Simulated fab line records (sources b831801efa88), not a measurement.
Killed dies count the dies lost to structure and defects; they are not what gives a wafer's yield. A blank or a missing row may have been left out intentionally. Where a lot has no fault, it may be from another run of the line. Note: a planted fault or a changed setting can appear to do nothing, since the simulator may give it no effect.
Comparing a struck lot with a sound one || flow sky130 || 14 steps out of a route of 708
Sound: wafers L194.1, L194.3, L194.5. Wafers struck: L199.1, L199.3, L199.6. The cause is given at the end.
At each step with rows: each side's tool, then ch and its chambers, then its first start. Under that, the readings that differ: sound wafers || struck wafers || difference of the means || sigmas: that difference in standard deviations of wafers without a fault.
alike: readings whose means differ by less than 2 such deviations, and words and numbers that are the same on both sides. not compared: withheld readings, readings that some wafer has no value for, bounds like >300 that may hide the same value, and numbers for which the record gives no deviation and whose values overlap.
Wherever a step has rows on one side only, a row that says differs or no value, or a row with sigmas, the two part there. Numbers that don't overlap but have no deviation are shown without sigmas and don't part them. Lack of a reading on every wafer of one side parts them only where that side has two or more wafers.

first, 4 steps without rows for these wafers: SKY_VT_ADJUST_PCH_SOFTBAKE_03; SKY_VT_ADJUST_PCH_EXPOSE_04 (exposes mask NWM, target cd 840 nm); SKY_VT_ADJUST_PCH_PEB_05; SKY_VT_ADJUST_PCH_DEVELOP_06 (develop time 60 s).
SKY_VT_ADJUST_PCH_OVL_MEAS_07:
  struck on overlay-02, day 13 10:40; sound on overlay-01, day 12 00:30
  alike: VT_ADJUST_PCH_OVL
next, for these wafers, 1 step has no rows: SKY_VT_ADJUST_PCH_IMPLANT_08.
SKY_VT_ADJUST_PCH_STRIP_09: strips in O2/N2.
  sound on plasma_asher-03 ch 0,1, day 12 00:41; struck on plasma_asher-03 ch 0,1, day 13 10:52
  alike: drypump_motor_current_A, oes_product_au, strip_time_to_endpoint_s
  not compared: rf_hours_counter_h
SKY_VT_ADJUST_PCH_TW_MEAS_10:
  struck on film_metro-03, day 13 10:58; sound on film_metro-04, day 12 00:47
  alike: VT_ADJUST_PCH_TW
then, 4 steps without rows for these wafers: SKY_SONOS_TUNNEL_DEHYDRATE_00 (time 60 s); SKY_SONOS_TUNNEL_HMDS_01 (prime time 60 s); SKY_SONOS_TUNNEL_COAT_02 (resist thk 1140 nm); SKY_SONOS_TUNNEL_SOFTBAKE_03 (time 60 s).
SKY_SONOS_TUNNEL_EXPOSE_04: exposes mask TUNM, target cd 410 nm.
  struck on iline_stepper-01, day 13 23:41; sound on iline_stepper-01 ch 0, day 12 12:52
  no value came back on the struck wafers for exposure_dose_mJ_cm2, focus_offset_nm (nm), na, stage_vel_mm_s (mm/s); on the sound wafers exposure_dose_mJ_cm2 reads 136.79 136.70 136.88
  alike: mask
next, for these wafers, 1 step has no rows: SKY_SONOS_TUNNEL_PEB_05.

WHERE THEY PART
Within this record, at SKY_SONOS_TUNNEL_EXPOSE_04 only.

WHY: what the simulator had put in
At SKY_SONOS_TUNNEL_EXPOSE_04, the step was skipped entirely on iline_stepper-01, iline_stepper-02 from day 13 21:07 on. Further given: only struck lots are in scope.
